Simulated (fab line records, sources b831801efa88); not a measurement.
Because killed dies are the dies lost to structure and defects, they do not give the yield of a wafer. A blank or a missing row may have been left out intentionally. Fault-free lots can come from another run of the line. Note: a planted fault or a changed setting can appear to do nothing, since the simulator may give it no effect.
Comparing a struck lot with a sound one -- flow gf180mcu -- 14 out of 602 route steps
Sound: the wafers L642.3, L642.4, L642.5. Struck: wafers L646.2, L646.5. (L646.6 of the same lot was not struck and is left out.) The cause comes at the end.
At each step with rows: each side's tool, then ch and its chambers, then its first start. Under that, the readings that differ: sound wafers -- struck wafers -- difference of the means -- sigmas: that difference in standard deviations of wafers without a fault.
alike: a reading whose means differ by less than 2 such deviations, as well as words and numbers matching on both sides. not compared: withheld readings; readings where some wafer has no value; bounds like >300 that might hide an equal value; numbers whose values overlap and for which the record gives no deviation.
Wherever a step has rows on one side only, a row that says differs or no value, or a row with sigmas, the two part there. Non-overlapping numbers with no deviation appear without sigmas and do not part them. A reading that every wafer of one side lacks parts them only if that side has two wafers or more.

first, 3 steps without rows for these wafers: GF_CONTACT_CLEAN_19 (cleans in SPM); GF_CONTACT_CLEAN_20 (cleans in DIW); GF_CONTACT_CLEAN_21 (cleans in dHF, time 20 s).
GF_CONTACT_SPUTTER_22: material Ti, target thk 15 nm, time 80.02 s.
  sound on pvd_sputter-04, day 18 08:19; struck on pvd_sputter-01, day 19 22:28
  alike: throttle_valve_pct
GF_CONTACT_SPUTTER_23: material TiN, target thk 10 nm, time 40 s.
  sound on pvd_sputter-04, day 18 08:23; struck on pvd_sputter-01, day 19 22:31
  alike: throttle_valve_pct
then, 1 step without rows for these wafers: GF_CONTACT_CVD_24 (deposits W, target thk 300 nm, time 90.339 s).
GF_CONTACT_RS_MEAS_25: the measuring method here is four-point-probe.
  sound on film_metro-04, day 18 08:34; struck on film_metro-03, day 19 22:41
reading,sound,struck,difference,sigmas
CONTACT_W_RS (ohm/sq),0.395 0.393 0.395,0.380 0.383,-0.013,-2
GF_CONTACT_THK_MEAS_26: measures by xrf.
  sound on film_metro-04, day 18 08:40; struck on film_metro-03, day 19 22:47
  alike: CONTACT_W_THK
then, 2 steps without rows for these wafers: GF_CONTACT_CMP_27 (polishes, stops on SiO2, t overpolish 15 s, target thk 0 nm); GF_M1_SPUTTER_00 (material Ti, target thk 37.5 nm, time 150 s).
GF_M1_SPUTTER_01: material TiN, target thk 30 nm, time 25 s.
  sound on pvd_sputter-03, day 18 09:06; struck on pvd_sputter-04, day 19 23:14
  alike: throttle_valve_pct
GF_M1_SPUTTER_02: material AlCu, target thk 450 nm, time 23.9 s.
  sound on pvd_sputter-03, day 18 09:08; struck on pvd_sputter-04, day 19 23:16
  alike: throttle_valve_pct
GF_M1_SPUTTER_03: material Ti, target thk 10 nm, time 6.7 s.
  sound on pvd_sputter-03, day 18 09:10; struck on pvd_sputter-04, day 19 23:18
reading,sound,struck,difference,sigmas
model.Ti_of_M1_SPUTTER_03.thk_nm (nm),9.926 9.913 9.746,13.12 13.3,+3.35,
  alike: throttle_valve_pct
GF_M1_SPUTTER_04: material TiN, target thk 50 nm, time 41.7 s.
  sound on pvd_sputter-03, day 18 09:11; struck on pvd_sputter-04, day 19 23:19
  alike: throttle_valve_pct

WHERE THEY PART
Within this record, at GF_CONTACT_RS_MEAS_25 only. Later steps at which nothing parts them and some readings are alike: GF_CONTACT_THK_MEAS_26, GF_M1_SPUTTER_01, GF_M1_SPUTTER_02, GF_M1_SPUTTER_03, GF_M1_SPUTTER_04.

WHY: what had been put in by the simulator
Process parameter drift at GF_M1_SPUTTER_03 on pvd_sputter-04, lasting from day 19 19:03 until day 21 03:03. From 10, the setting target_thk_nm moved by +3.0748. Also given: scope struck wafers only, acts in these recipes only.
